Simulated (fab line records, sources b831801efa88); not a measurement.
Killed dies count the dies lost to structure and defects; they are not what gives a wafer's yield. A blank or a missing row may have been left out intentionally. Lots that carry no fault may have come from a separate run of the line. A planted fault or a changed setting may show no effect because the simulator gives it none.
fab line records    flow gf180mcu
record lots=6  wafers=18  lastDay=33
route steps=602 shown V4@481
lots with no fault: from the same line, run without faults
startH: hours from the record's opening day to when the first of the lot's shown wafers began    waitH: hours from the lot's prior step to this one    " as in the row above    L1.1+2: a row that stands for several wafers    - no value, or no start was given    * or withheld: withheld    < > ~ a bound
route shown NAME@n: names a module that has steps shown in the file, with the first one's number in the route    usual: average and standard deviation across the fault-free wafers    same: alike in all rows    chamber/n: place in a boat    sites: the reading at each site    _std_site: standard deviation across them    _edge_site: mean of outer sites minus mean of inner sites    radiusMm: for every site, how far away it sits from the centre of the wafer    mask NAME#n: copy n    behind: tool/chamber where the wafer was last shaped    hold: why the lot was held/for how many hours/how that ended    device: the transistor (n, p or np) that didn't switch    end of line: tests of these same wafers at the route's end    step lacking rows: just its recipe    killed: the dies lost at the first sort to structure and to defects; this is not the yield of the wafer    map: a wafer's dies, x killed, . not, _ none there
set.NAME: the setting the step ran with; set.NAME@STEP: the setting that earlier step ran with    model.NAME: the simulator's own value behind a step, which no gauge read
lots at selected steps of the route; one table per step, one row per wafer
services: when a tool's chamber went out of use (startH, in hours from the record's first day, below 0 if earlier), for how many hours, and the reason
## steps
# step GF_V4_BOW_MEAS_05
# recipe mode=bow
# usual V4_BOW=138/9.2
lot.wafer  tool          chamber  startH  waitH  V4_BOW[um]
L593.1     filmMetro-01  -        565.59  0.2    141
L593.2     "             -        "       "      131
L593.3     "             -        "       "      147
L595.1     filmMetro-04  -        581.42  0.2    137
L595.4     "             -        "       "      127
L595.6     "             -        "       "      125
L596.1     filmMetro-04  -        586.96  0.2    151
L596.2     "             -        "       "      158
L596.5     "             -        "       "      151
L597.1     filmMetro-01  -        595.07  0.2    137
L597.3     "             -        "       "      140
L597.5     "             -        "       "      135
L606.3     filmMetro-04  -        669.84  0.1    138
L606.4     "             -        "       "      141
L606.6     "             -        "       "      142
L607.1     filmMetro-01  -        674.99  0.1    148
L607.4     "             -        "       "      157
L607.5     "             -        "       "      153
# step GF_V4_DEHYDRATE_06
# recipe tempC=200  timeS=60
# step GF_V4_HMDS_07
# recipe primeTimeS=60  primeTempC=120
# step GF_V4_COAT_08
# recipe resist=BARC  tempC=withheld  timeS=withheld  spinRpm=withheld  resistThkNm=withheld
# step GF_V4_COAT_09
# recipe resist=KrF  spinRpm=withheld  resistThkNm=1000
# step GF_V4_SOFTBAKE_10
# recipe tempC=130  timeS=60  resist=KrF
# step GF_V4_EXPOSE_11
# recipe maskId=Via4  targetCdNm=260  na=0.68  sourceShape=conventional  sigmaOuter=0.6  doseMj=38
# step GF_V4_PEB_12
# recipe pebTempC=135  pebTimeS=90  resist=KrF
# step GF_V4_DEVELOP_13
# recipe developTimeS=60  resist=KrF  devTempC=21
# step GF_V4_CD_MEAS_14
# recipe targetCdNm=260
# usual cdNm=260.4/1.5
lot.wafer  tool      chamber  startH  waitH  cdNm
L593.1     cdSem-02  -        587.12  0.1    260.3
L593.2     "         -        "       "      259.9
L593.3     "         -        "       "      258.9
L595.1     cdSem-02  -        602.64  0.1    260.7
L595.4     "         -        "       "      258.9
L595.6     "         -        "       "      259.6
L596.1     cdSem-02  -        607.99  0.1    259.6
L596.2     "         -        "       "      259.8
L596.5     "         -        "       "      260.3
L597.1     cdSem-02  -        615.99  0.1    259.4
L597.3     "         -        "       "      259.7
L597.5     "         -        "       "      260.0
L606.3     cdSem-02  -        688.66  0.1    260.4
L606.4     "         -        "       "      260.6
L606.6     "         -        "       "      259.7
L607.1     cdSem-01  -        693.27  0.1    263.1
L607.4     "         -        "       "      262.4
L607.5     "         -        "       "      263.1
# step GF_V4_OVL_MEAS_15
# usual V4_OVL=0/5.2
lot.wafer  tool        chamber  startH  waitH  V4_OVL[nm]
L593.1     overlay-01  -        587.24  0.1    6
L593.2     "           -        "       "      -3
L593.3     "           -        "       "      0
L595.1     overlay-01  -        602.76  0.1    -1
L595.4     "           -        "       "      -5
L595.6     "           -        "       "      -4
L596.1     overlay-01  -        608.11  0.1    15
L596.2     "           -        "       "      1
L596.5     "           -        "       "      7
L597.1     overlay-02  -        616.11  0.1    7
L597.3     "           -        "       "      1
L597.5     "           -        "       "      3
L606.3     overlay-01  -        688.75  0.1    3
L606.4     "           -        "       "      6
L606.6     "           -        "       "      -5
L607.1     overlay-02  -        693.39  0.1    -2
L607.4     "           -        "       "      -4
L607.5     "           -        "       "      -12
# step GF_V4_ETCH_16
# recipe chemistry=N2/H2  targetDepthA=withheld  overetchA=withheld  timeS=withheld  target=BARC  ionEnergyEv=200  sourceW=500  biasW=100  pressureMtorr=30  n2FlowSccm=100  h2FlowSccm=200
# usual biasW=100.0/0.32  chamberPressureMTorr=29.997/0.027  drypumpMotorCurrentA=5.9/0.43  oesProductAu=0.855/0.0047  throttleValvePct=13.225/0.0093
lot.wafer  tool        chamber  startH  waitH  biasW  chamberPressureMTorr  drypumpMotorCurrentA  oesProductAu  throttleValvePct
L593.1     rieDiel-04  2        587.27  0.0    100.3  30.005                5.1                   0.845         13.228
L593.2     "           3        "       "      99.4   29.978                5.7                   0.851         13.213
L593.3     "           1        "       "      100.0  30.009                6.6                   0.848         13.235
L595.1     rieDiel-02  2        602.79  0.0    99.9   29.959                6.3                   0.847         13.217
L595.4     "           1        "       "      100.1  29.984                5.9                   0.857         13.229
L595.6     "           2        "       "      99.4   30.038                6.3                   0.858         13.217
L596.1     rieDiel-01  1        608.15  0.0    100.0  29.975                6.7                   0.855         13.233
L596.2     "           2        "       "      99.6   30.023                6.2                   0.853         13.221
L596.5     "           1        "       "      100.2  30.000                6.7                   0.851         13.230
L597.1     rieDiel-04  1        616.14  0.0    99.8   29.996                6.6                   0.848         13.234
L597.3     "           2        "       "      100.2  30.014                5.1                   0.858         13.234
L597.5     "           1        "       "      100.4  30.029                6.5                   0.849         13.218
L606.3     rieDiel-01  2        688.77  0.0    100.2  30.022                6.2                   0.857         13.229
L606.4     "           2        "       "      100.0  30.038                6.2                   0.854         13.237
L606.6     "           1        "       "      99.5   30.001                6.7                   0.861         13.220
L607.1     rieDiel-02  3        693.42  0.0    100.2  29.978                6.0                   0.858         13.213
L607.4     "           2        "       "      100.3  30.010                6.3                   0.854         13.230
L607.5     "           3        "       "      99.9   29.944                6.0                   0.858         13.215
# step GF_V4_ETCH_17
# recipe chemistry=C4F8/O2/Ar  maskMaterial=KrF  target=SiO2  stopOn=TiN  sourceW=1500  biasW=1200  pressureMtorr=40  c4f8FlowSccm=withheld  O2_flow_sccm=6  Ar_flow_sccm=300  timeS=withheld  targetDepthA=6300
# usual biasW=1200/3.6  chamberPressureMTorr=40.00/0.04  oesProductAu=0.856/0.0049
lot.wafer  tool        chamber  startH  waitH  biasW  chamberPressureMTorr  oesProductAu
L593.1     rieDiel-04  2        587     -      1202   39.91                 0.852
L593.2     "           3        "       "      1194   40.03                 0.852
L593.3     "           1        "       "      1196   39.93                 0.855
L595.1     rieDiel-02  2        602     -      -      -                     -
L595.4     "           1        "       "      -      -                     -
L595.6     "           2        "       "      -      -                     -
L596.1     rieDiel-01  1        608     -      -      -                     -
L596.2     "           2        "       "      -      -                     -
L596.5     "           1        "       "      -      -                     -
L597.1     rieDiel-04  1        616     -      1206   39.98                 0.858
L597.3     "           2        "       "      1196   40.04                 0.865
L597.5     "           1        "       "      1200   40.02                 0.854
L606.3     rieDiel-01  2        688     -      1204   40.01                 0.860
L606.4     "           2        "       "      1203   39.97                 0.859
L606.6     "           1        "       "      1203   40.00                 0.855
L607.1     rieDiel-02  3        693     -      1203   40.02                 0.851
L607.4     "           2        "       "      1201   40.01                 0.857
L607.5     "           3        "       "      1198   40.04                 0.867
# step GF_V4_STRIP_18
# recipe chemistry=O2/N2  powerW=1400  pressureMtorr=1500  platenTempC=250  o2FlowSccm=3000  n2FlowSccm=300  overashFraction=0.5
# usual chamberPressureMTorr=1499.9/1.4  drypumpMotorCurrentA=5.7/0.59  heaterPowerW=342/25  oesProductAu=0.592/0.005
# same overashFraction=0.5
lot.wafer  tool            chamber  startH  waitH  chamberPressureMTorr  drypumpMotorCurrentA  heaterPowerW  oesProductAu  rfHoursCounterH
L593.1     plasmaAsher-02  1        587.40  -      1496.7                5.2                   330           0.590         88
L593.2     "               0        "       "      1501.3                6.0                   338           0.591         88
L593.3     "               1        "       "      1500.2                5.2                   323           0.589         -
L595.1     plasmaAsher-01  1        602.92  -      1499.3                6.6                   367           0.670         19
L595.4     "               0        "       "      1502.5                5.3                   332           0.663         -
L595.6     "               0        "       "      1500.4                5.3                   328           0.672         -
L596.1     plasmaAsher-02  1        608.34  -      1500.2                5.2                   316           0.662         90
L596.2     "               0        "       "      1497.5                6.0                   337           0.658         90
L596.5     "               1        "       "      1501.9                5.2                   333           0.666         -
L597.1     plasmaAsher-01  0        616.27  -      1498.0                5.3                   335           0.587         20
L597.3     "               1        "       "      1499.4                6.6                   384           0.601         -
L597.5     "               1        "       "      1498.6                6.6                   382           0.593         -
L606.3     plasmaAsher-01  0        688.93  -      1500.5                5.3                   328           0.591         -
L606.4     "               1        "       "      1499.7                6.6                   385           0.590         -
L606.6     "               1        "       "      1499.5                6.6                   378           0.601         -
L607.1     plasmaAsher-03  0        693.55  -      1499.4                6.1                   380           0.588         63
L607.4     "               1        "       "      1501.1                4.8                   295           0.593         -
L607.5     "               0        "       "      1502.3                6.1                   367           0.599         -
# step GF_V4_STRIP_19
# recipe chemistry=postEtchResidueRemover  timeS=1200  tempC=72.5
## services
tool            chamber  startH  hours  kind
rieDiel-04      1        568.66  9.9    repair
plasmaAsher-01  -        587.64  2.8    pm
rieDiel-02      0        589.76  10.9   repair
rieDiel-02      -        593.68  4.0    pm
rieDiel-01      3        600.71  12.8   repair
plasmaAsher-03  -        601.21  1.2    repair
rieDiel-01      0        604.51  5.0    repair
rieDiel-01      -        605.43  2.1    repair
rieDiel-02      1        632.59  5.8    repair
plasmaAsher-02  -        667.30  1.7    repair
rieDiel-01      0        677.99  -      clean
rieDiel-01      0        677.99  17.6   scheduledDown
rieDiel-01      0        677.99  17.6   ventCycle
## key
firstSign step=GF_V4_ETCH_17  reading=toolRecord  direction=missing
effect step=GF_V4_STRIP_18  reading=oesProductAu  direction=up  sigmas=15  usual=0.592  struck=0.665
metAt GF_V4_ETCH_17
struckWafers L595.1,L595.4,L595.6,L596.1,L596.2,L596.5
laterRowsLeftOut L595.1,L595.4,L595.6,L596.1,L596.2,L596.5
sortLeftOut L595.1,L595.4,L595.6,L596.1,L596.2,L596.5
fault kind=skippedStepWhole  tool=rieDiel-01,rieDiel-02  chamber=-  onsetH=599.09  steps=GF_V4_ETCH_17  scope=struckLotsOnly
# sortLeftOut: the simulated sort isn't trusted on such a fault, so these wafers' sort isn't shown, and their yield isn't known
# laterRowsLeftOut: the simulator's readings of these wafers behind a module that went badly wrong aren't trusted and aren't shown, but for the sort
